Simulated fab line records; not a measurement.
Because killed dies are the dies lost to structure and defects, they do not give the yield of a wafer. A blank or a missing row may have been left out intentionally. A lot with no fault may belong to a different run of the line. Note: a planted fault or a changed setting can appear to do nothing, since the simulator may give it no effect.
Split-lot experiment | flow sky130 | on a route of 708 steps: 5 lots, 23 wafers read

== THE SPLIT ==
At SKY_VT_ADJUST_HVTP_DEVELOP_06 (develop time 60 s), the setting devTempC was moved away from the recipe's 23 C on 8 of the 23 wafers read, by -11.8% to +13.3%. The other wafers ran this setting at the recipe's value.

There is no step in the file separating the split from the reading.

== THE READING ==
cdNm at SKY_VT_ADJUST_HVTP_CD_MEAS_07, given in nm (cd target 380 nm). On this fab line, fault-free wafers typically give 380.0 nm with a standard deviation of 2.2 nm.

wafer  | tool, chamber at the split | devTempC as run, C | against the recipe | cdNm, nm | against lot-mates on the recipe
L077.2 | lithoTrack-04, 0           | 23                 | recipe             | 383.2    | -
L077.3 | lithoTrack-04, 0           | 20.28              | -11.8%             | 387.7    | +6.4
L077.4 | lithoTrack-04, 0           | 20.28              | -11.8%             | 388.9    | +7.6
L077.5 | lithoTrack-04, 0           | 23                 | recipe             | 380.8    | -
L077.6 | lithoTrack-04, 0           | 23                 | recipe             | 379.8    | -
L078.1 | lithoTrack-01, 0           | 24.24              | +5.4%              | 377.8    | -4.8
L078.2 | lithoTrack-01, 0           | 24.24              | +5.4%              | 379.3    | -3.3
L078.3 | lithoTrack-01, 0           | 23                 | recipe             | 382.2    | -
L078.4 | lithoTrack-01, 0           | 23                 | recipe             | 383.0    | -
L078.5 | lithoTrack-01, 0           | 24.24              | +5.4%              | 379.3    | -3.3
L080.1 | lithoTrack-03, 0           | 23                 | recipe             | 380.0    | -
L080.2 | lithoTrack-03, 0           | 23                 | recipe             | 378.8    | -
L080.4 | lithoTrack-03, 0           | 23                 | recipe             | 378.9    | -
L080.5 | lithoTrack-03, 0           | 23                 | recipe             | 378.3    | -
L080.6 | lithoTrack-03, 0           | 23                 | recipe             | 378.3    | -
L081.1 | lithoTrack-01, 0           | 26.06              | +13.3%             | 365.0    | -10.2
L081.2 | lithoTrack-01, 0           | 26.06              | +13.3%             | 365.6    | -9.6
L081.3 | lithoTrack-01, 0           | 26.06              | +13.3%             | 365.6    | -9.6
L081.5 | lithoTrack-01, 0           | 23                 | recipe             | 374.8    | -
L081.6 | lithoTrack-01, 0           | 23                 | recipe             | 375.6    | -
L082.1 | lithoTrack-04, 0           | 23                 | recipe             | 383.3    | -
L082.4 | lithoTrack-04, 0           | 23                 | recipe             | 382.6    | -
L082.5 | lithoTrack-04, 0           | 23                 | recipe             | 380.8    | -

THE FIT
A straight line over all 23 wafers: cdNm changes by -0.887 nm for each +1% of devTempC; r = -0.89; the points scatter about the line by 2.9 nm.
The same after taking each lot's own level away (the mean of its wafers on the recipe; 23 wafers): -0.682 nm for each +1%; r = -0.98; scatter 0.91 nm.
That fit puts the effect of the largest move of devTempC on the reading at 9.1 nm.
From 375.20 to 382.60 nm: that is the span of the lots' own levels, equal to 3.4 times the standard deviation above.
In other words, the slope is changed by the lot-to-lot level; the two fits disagree.
Check: with one of the wafers moved furthest among these (+13.3%) left out of the fit, the line predicts -9.03 nm for it against its lot-mates. Against them it came out at -10.2 nm.

== ADDITIONAL SPLITS CARRIED BY THESE WAFERS ==
These wafers also went through other splits before the reading. Each is held against what the fit with the lots' levels taken away leaves over:
other split on the same wafers     | wafers away from the commonest value | r with cdNm (lot level and that fit taken away)
SKY_FIELD_ISO_OXIDATION_01 oxTimeS | 15                                   | +0.05
SKY_FIELD_ISO_CVD_03 tempC         | 10                                   | -0.08
SKY_FIELD_ISO_DEVELOP_12 devTempC  | 11                                   | -0.12
SKY_NWELL_IMPLANT_12 energyKev     | 9                                    | +0.14
SKY_NWELL_IMPLANT_24 doseCm2       | 9                                    | -0.23

== FILE'S OWN FIT ==
cdNm changes by -0.678 nm for each +1% of devTempC, r = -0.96.
